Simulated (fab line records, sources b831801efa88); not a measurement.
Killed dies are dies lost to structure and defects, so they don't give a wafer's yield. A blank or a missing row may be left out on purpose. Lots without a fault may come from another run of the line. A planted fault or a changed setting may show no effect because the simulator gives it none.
fab line records | flow gf180mcu
record lots=6 wafers=18 last_day=34
route steps=602 shown V2@389 PASSIVATION@602
lots that met no fault: from a run of the same line without faults
start_h: hours from the record's first day to the start of the lot's first wafer shown | wait_h: hours since the lot's step before | " the same as in the row above | L1.1+2: a row that stands for several wafers | - no value, or no start given | * or withheld: withheld | < > ~ a bound
route shown NAME@n: a module of which the file shows steps, and the number in the route of the first | usual: mean/standard deviation of fault-free wafers | same: alike in all rows | chamber/n: place in a boat | sites: the reading at each site | _std_site: their standard deviation | _edge_site: outer sites' mean less inner sites' | radius_mm: how far each site lies from the wafer's centre | mask NAME#n: copy n | behind: the tool/chamber that last shaped the wafer | hold: why the lot was held/for how many hours/how that ended | device: the transistor (n, p or np) that didn't switch | end of line: the same wafers' tests at the end of the route | a step without rows: its recipe alone | killed: dies lost to structure and defects at the first sort, not the wafer's yield | map: a wafer's dies, x killed, . not, _ none there
set.NAME: the setting as run; set.NAME@STEP: as run at that earlier step | model.NAME: the simulator's own value behind a step, which no gauge read
lots at some steps of the route; a table a step, a row a wafer
services: from which hour (start_h, from the record's first day; less than 0 if before it) a tool's chamber was out of use, for how many hours, and why
## steps
# step GF_V2_HMDS_07
# recipe prime_time_s=60 prime_temp_c=120
# step GF_V2_COAT_08
# recipe resist=BARC temp_c=withheld time_s=withheld spin_rpm=withheld resist_thk_nm=withheld
# step GF_V2_COAT_09
# recipe resist=KrF spin_rpm=withheld resist_thk_nm=1000
# step GF_V2_SOFTBAKE_10
# recipe temp_c=130 time_s=60 resist=KrF
# step GF_V2_EXPOSE_11
# recipe mask_id=Via2 target_cd_nm=260 na=0.68 source_shape=conventional sigma_outer=0.6 dose_mj=38
# step GF_V2_PEB_12
# recipe peb_temp_c=135 peb_time_s=90 resist=KrF
# step GF_V2_DEVELOP_13
# recipe develop_time_s=60 resist=KrF dev_temp_c=21
# step GF_V2_CD_MEAS_14
# recipe target_cd_nm=260
# usual cd_nm=260.2/1.3
# columns lot.wafer tool chamber start_h wait_h cd_nm
L679.1 cd_sem-02 - 516.89 0.1 258.0
L679.4 " - " " 258.3
L679.5 " - " " 258.1
L680.1 cd_sem-01 - 521.67 0.1 259.5
L680.2 " - " " 260.7
L680.4 " - " " 260.8
L681.3 cd_sem-01 - 526.08 0.1 260.6
L681.4 " - " " 261.4
L681.5 " - " " 260.0
L690.1 cd_sem-01 - 598.27 0.1 260.2
L690.3 " - " " 258.9
L690.6 " - " " 260.6
L695.2 cd_sem-01 - 636.00 0.1 261.4
L695.3 " - " " 262.1
L695.6 " - " " 262.1
L696.4 cd_sem-01 - 637.90 0.1 262.3
L696.5 " - " " 261.5
L696.6 " - " " 262.2
# step GF_V2_OVL_MEAS_15
# usual V2_OVL=-2/6.9
# columns lot.wafer tool chamber start_h wait_h V2_OVL[nm]
L679.1 overlay-01 - 517.01 0.1 -4
L679.4 " - " " 4
L679.5 " - " " -1
L680.1 overlay-02 - 521.79 0.1 -8
L680.2 " - " " -9
L680.4 " - " " -2
L681.3 overlay-02 - 526.17 0.1 -6
L681.4 " - " " -1
L681.5 " - " " -10
L690.1 overlay-02 - 598.39 0.1 5
L690.3 " - " " 7
L690.6 " - " " -11
L695.2 overlay-02 - 636.11 0.1 -6
L695.3 " - " " 3
L695.6 " - " " -6
L696.4 overlay-02 - 637.98 0.1 0
L696.5 " - " " -1
L696.6 " - " " 6
# step GF_V2_ETCH_16
# recipe chemistry=N2/H2 target_depth_a=withheld overetch_a=withheld time_s=withheld target=BARC ion_energy_ev=200 source_w=500 bias_w=100 pressure_mtorr=30 n2_flow_sccm=100 h2_flow_sccm=200
# usual drypump_motor_current_A=5.8/0.43 n2_flow_sccm=100.0/0.32 oes_product_au=0.854/0.0051 throttle_valve_pct=13.226/0.0089
# columns lot.wafer tool chamber start_h wait_h drypump_motor_current_A n2_flow_sccm oes_product_au throttle_valve_pct
L679.1 rie_diel-04 0 517.04 0.0 6.2 100.6 0.855 13.238
L679.4 " 0 " " 6.1 99.9 0.854 13.228
L679.5 " 2 " " 5.5 99.4 0.855 13.230
L680.1 rie_diel-04 2 521.83 0.0 5.6 100.1 0.853 13.224
L680.2 " 3 " " 5.7 99.8 0.856 13.220
L680.4 " 3 " " 5.7 99.9 0.858 13.216
L681.3 rie_diel-01 2 526.19 0.0 5.9 99.3 0.858 13.231
L681.4 " 0 " " 5.0 99.8 0.856 13.210
L681.5 " 2 " " 5.9 99.7 0.855 13.221
L690.1 rie_diel-03 1 598.43 0.0 6.2 99.8 0.863 13.234
L690.3 " 0 " " 5.4 99.8 0.846 13.216
L690.6 " 3 " " 5.4 99.7 0.854 13.221
L695.2 rie_diel-04 1 636.14 0.0 6.1 99.7 0.860 13.223
L695.3 " 0 " " 6.1 100.3 0.849 13.228
L695.6 " 0 " " 6.1 100.2 0.855 13.229
L696.4 rie_diel-01 3 638.00 0.0 5.8 100.4 0.853 13.236
L696.5 " 2 " " 5.8 100.1 0.859 13.235
L696.6 " 3 " " 5.8 99.9 0.855 13.239
# step GF_V2_ETCH_17
# recipe chemistry=C4F8/O2/Ar mask_material=KrF target=SiO2 stop_on=TiN source_w=1500 bias_w=1200 pressure_mtorr=40 c4f8_flow_sccm=withheld O2_flow_sccm=6 Ar_flow_sccm=300 time_s=withheld target_depth_a=6300
# usual oes_product_au=0.856/0.0046
# columns lot.wafer tool chamber start_h wait_h oes_product_au
L679.1 rie_diel-04 0 - - 0.847
L679.4 " 0 " " 0.856
L679.5 " 2 " " 0.855
L680.1 rie_diel-04 2 - - 0.865
L680.2 " 3 " " 0.863
L680.4 " 3 " " 0.860
L681.3 rie_diel-01 2 - - 0.855
L681.4 " 0 " " 0.852
L681.5 " 2 " " 0.855
L690.1 rie_diel-03 1 - - 0.859
L690.3 " 0 " " 0.857
L690.6 " 3 " " 0.858
L695.2 rie_diel-04 1 - - 0.857
L695.3 " 0 " " 0.856
L695.6 " 0 " " 0.854
L696.4 rie_diel-01 3 - - 0.859
L696.5 " 2 " " 0.865
L696.6 " 3 " " 0.855
# step GF_V2_STRIP_18
# recipe chemistry=O2/N2 power_w=1400 pressure_mtorr=1500 platen_temp_c=250 o2_flow_sccm=3000 n2_flow_sccm=300 overash_fraction=0.5
# usual chamber_pressure_mTorr=1499.9/1.4 drypump_motor_current_A=5.6/0.55 heater_power_w=333/28 n2_flow_sccm=299.9/0.98 oes_product_au=0.593/0.0043
# columns lot.wafer tool chamber start_h wait_h chamber_pressure_mTorr drypump_motor_current_A heater_power_w n2_flow_sccm oes_product_au rf_hours_counter_h
L679.1 plasma_asher-01 1 517.17 - 1500.8 6.6 328 299.6 0.592 10
L679.4 " 1 " " 1501.1 6.6 315 300.4 0.590 -
L679.5 " 0 " " 1499.2 6.0 323 299.9 0.597 -
L680.1 plasma_asher-01 1 521.96 - 1498.5 6.6 310 301.6 0.595 10
L680.2 " 0 " " 1498.8 5.9 320 299.5 0.599 10
L680.4 " 1 " " 1499.7 6.6 316 301.7 0.595 -
L681.3 plasma_asher-03 0 526.35 - 1501.8 4.9 320 300.7 0.595 -
L681.4 " 1 " " 1499.2 5.9 325 299.5 0.591 -
L681.5 " 0 " " 1497.6 4.9 324 300.5 0.594 -
L690.1 plasma_asher-03 0 598.56 - 1497.4 4.9 313 301.3 0.591 78
L690.3 " 0 " " 1499.3 4.9 317 300.3 0.599 -
L690.6 " 0 " " 1498.1 5.0 323 301.0 0.591 -
L695.2 plasma_asher-04 0 636.27 - 1498.9 5.9 403 298.7 0.590 102
L695.3 " 1 " " 1498.0 5.1 362 300.4 0.596 -
L695.6 " 1 " " 1500.8 5.1 375 299.2 0.591 -
L696.4 plasma_asher-04 1 638.16 - 1501.4 5.1 356 299.9 0.588 -
L696.5 " 1 " " 1501.7 5.1 366 301.4 0.599 -
L696.6 " 0 " " 1498.2 5.8 404 298.1 0.595 -
# step GF_V2_STRIP_19
# recipe chemistry=post_etch_residue_remover time_s=1200 temp_c=72.5
# usual bath_guard_temp_C=72.6/0.39 bath_heat_duty_pct=13.5/1.4
# columns lot.wafer tool chamber start_h wait_h bath_guard_temp_C bath_heat_duty_pct
L679.1 wet_bench-02 0 517.27 0.1 72.5 15.5
L679.4 " 0 " " 72.9 16.0
L679.5 " 0 " " 72.4 15.3
L680.1 wet_bench-02 1 522.06 0.1 - -
L680.2 " 1 " " - -
L680.4 " 1 " " - -
L681.3 wet_bench-04 1 526.42 0.0 - -
L681.4 " 1 " " - -
L681.5 " 1 " " - -
L690.1 wet_bench-03 2 598.66 0.1 72.3 11.4
L690.3 " 2 " " 72.6 11.1
L690.6 " 2 " " 72.1 12.6
L695.2 wet_bench-04 1 636.37 0.1 72.0 11.3
L695.3 " 1 " " 72.1 13.3
L695.6 " 1 " " 72.3 12.5
L696.4 wet_bench-04 0 638.23 0.0 73.3 12.4
L696.5 " 0 " " 72.9 12.3
L696.6 " 0 " " 73.2 11.1
# step GF_V2_CLEAN_20
# recipe chemistry=DIW dry=n2_spin
# step GF_PASSIVATION_PROBE_99
# columns lot.wafer tool chamber start_h wait_h model.etest.via2_chain.rc_ohm
L679.1 prober-02 - 717.18 0.1 6.312
L679.4 prober-02 - 717.33 0.2 6.45
L679.5 prober-02 - 717.38 0.2 6.778
L680.1 prober-01 - 718.78 0.1 8.146
L680.2 prober-01 - 718.83 0.1 7.483
L680.4 prober-01 - 718.93 0.2 7.746
L681.3 prober-02 - 721.21 0.2 7.901
L681.4 prober-02 - 721.26 0.2 7.438
L681.5 prober-02 - 721.31 0.2 7.779
L690.1 prober-01 - 779.01 0.1 6.121
L690.3 prober-01 - 779.11 0.2 6.427
L690.6 prober-01 - 779.26 0.2 6.361
L695.2 prober-02 - 808.76 0.1 6.376
L695.3 prober-02 - 808.81 0.2 6.427
L695.6 prober-02 - 808.96 0.2 6.276
L696.4 prober-01 - 810.11 0.2 6.563
L696.5 prober-01 - 810.16 0.2 6.423
L696.6 prober-01 - 810.21 0.2 6.247
# killed by level:class
L679.1 CONTACT:geometric_particle:open=5 V1:geometric_particle:open=5 STI:geometric_particle:open=3 V3:geometric_particle:open=3 M4:geometric_particle:short=3 V4:geometric_particle:open=3 STI:geometric_particle:short=2 M2:geometric_particle:short=2
L679.4 V1:geometric_particle:open=6 V2:geometric_particle:open=5 V5:geometric_particle:open=5 V3:geometric_particle:short=4 CONTACT:geometric_particle:short=3 CONTACT:geometric_particle:open=3 V3:geometric_particle:open=3 V4:geometric_particle:open=3
L679.5 V5:geometric_particle:open=7 V1:geometric_particle:open=6 V3:geometric_particle:open=5 STI:geometric_particle:open=4 M3:geometric_particle:short=4 M4:geometric_particle:short=4 CONTACT:geometric_particle:short=3 M5:geometric_particle:short=3
L690.1 V1:geometric_particle:open=7 V5:geometric_particle:open=6 V2:geometric_particle:open=5 CONTACT:geometric_particle:short=3 STI:geometric_particle:short=3 V3:geometric_particle:open=3 V4:geometric_particle:open=3 M3:geometric_particle:short=2
L690.3 V3:geometric_particle:open=8 CONTACT:geometric_particle:open=6 V4:geometric_particle:open=5 M4:geometric_particle:short=4 V1:geometric_particle:open=3 V5:geometric_particle:open=3 STI:geometric_particle:short=2 STI:geometric_particle:open=2
L690.6 V1:geometric_particle:open=8 V1:geometric_particle:short=6 CONTACT:geometric_particle:open=4 V3:geometric_particle:open=4 M1:geometric_particle:short=3 M3:geometric_particle:short=3 V5:geometric_particle:open=3 CONTACT:geometric_particle:short=2
L695.2 STI:geometric_particle:short=5 CONTACT:geometric_particle:open=4 V1:geometric_particle:open=4 SAB:geometric_particle:short=3 M1:geometric_particle:short=3 V2:geometric_particle:open=3 M5:geometric_particle:short=3 V5:geometric_particle:short=3
L695.3 V3:geometric_particle:open=8 V1:geometric_particle:open=7 V1:geometric_particle:short=5 V2:geometric_particle:open=5 V4:geometric_particle:open=5 V4:geometric_particle:short=4 V5:geometric_particle:open=3 STI:geometric_particle:short=2
L695.6 V1:geometric_particle:open=7 V4:geometric_particle:open=5 V3:geometric_particle:open=4 CONTACT:geometric_particle:open=3 V1:geometric_particle:short=3 V2:geometric_particle:open=3 M3:geometric_particle:short=3 M4:geometric_particle:short=3
L696.4 V2:geometric_particle:open=7 STI:geometric_particle:short=5 CONTACT:geometric_particle:open=4 M1:geometric_particle:open=4 STI:geometric_particle:open=3 CONTACT:geometric_particle:short=3 M2:geometric_particle:short=3 V4:geometric_particle:open=3
L696.5 V5:geometric_particle:open=5 V1:geometric_particle:short=4 V4:geometric_particle:open=4 STI:geometric_particle:short=3 CONTACT:geometric_particle:short=3 V1:geometric_particle:open=3 CONTACT:geometric_particle:open=2 M4:geometric_particle:short=2
L696.6 CONTACT:geometric_particle:open=7 CONTACT:geometric_particle:short=5 V1:geometric_particle:open=4 V3:geometric_particle:open=4 POLY_GATE:geometric_particle:open=3 STI:geometric_particle:open=2 SALICIDE:geometric_particle:short=2 V2:geometric_particle:open=2
## services
# columns tool chamber start_h hours kind
rie_diel-03 3 510.46 - clean
rie_diel-03 3 510.46 24.6 scheduled_down
rie_diel-03 3 510.46 24.6 vent_cycle
rie_diel-03 0 514.65 14.2 repair
rie_diel-01 0 515.56 8.3 repair
rie_diel-04 1 516.08 8.9 repair
plasma_asher-03 - 516.48 8.7 repair
rie_diel-04 0 541.03 2.7 repair
rie_diel-01 - 575.93 15.6 pm
rie_diel-03 2 589.66 5.2 repair
rie_diel-01 3 602.71 3.0 repair
plasma_asher-04 - 624.40 6.6 repair
rie_diel-01 - 633.67 2.8 pm
## key
first_sign step=GF_V2_STRIP_19 reading=tool_record direction=missing
effect none on later readings
model_effect step=GF_PASSIVATION_PROBE_99 value=etest.via2_chain.rc_ohm without=6.362 struck=7.749
met_at GF_V2_STRIP_19
struck_wafers L680.1,L680.2,L680.4,L681.3,L681.4,L681.5
sort_left_out L680.1,L680.2,L680.4,L681.3,L681.4,L681.5
onset_between 517.27 522.06
fault kind=skipped_step_whole tool=wet_bench-02,wet_bench-04 chamber=- onset_h=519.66 steps=GF_V2_STRIP_19 scope=struck_lots_only
# sort_left_out: the simulated sort isn't trusted on such a fault, so these wafers' sort isn't shown, and their yield isn't known
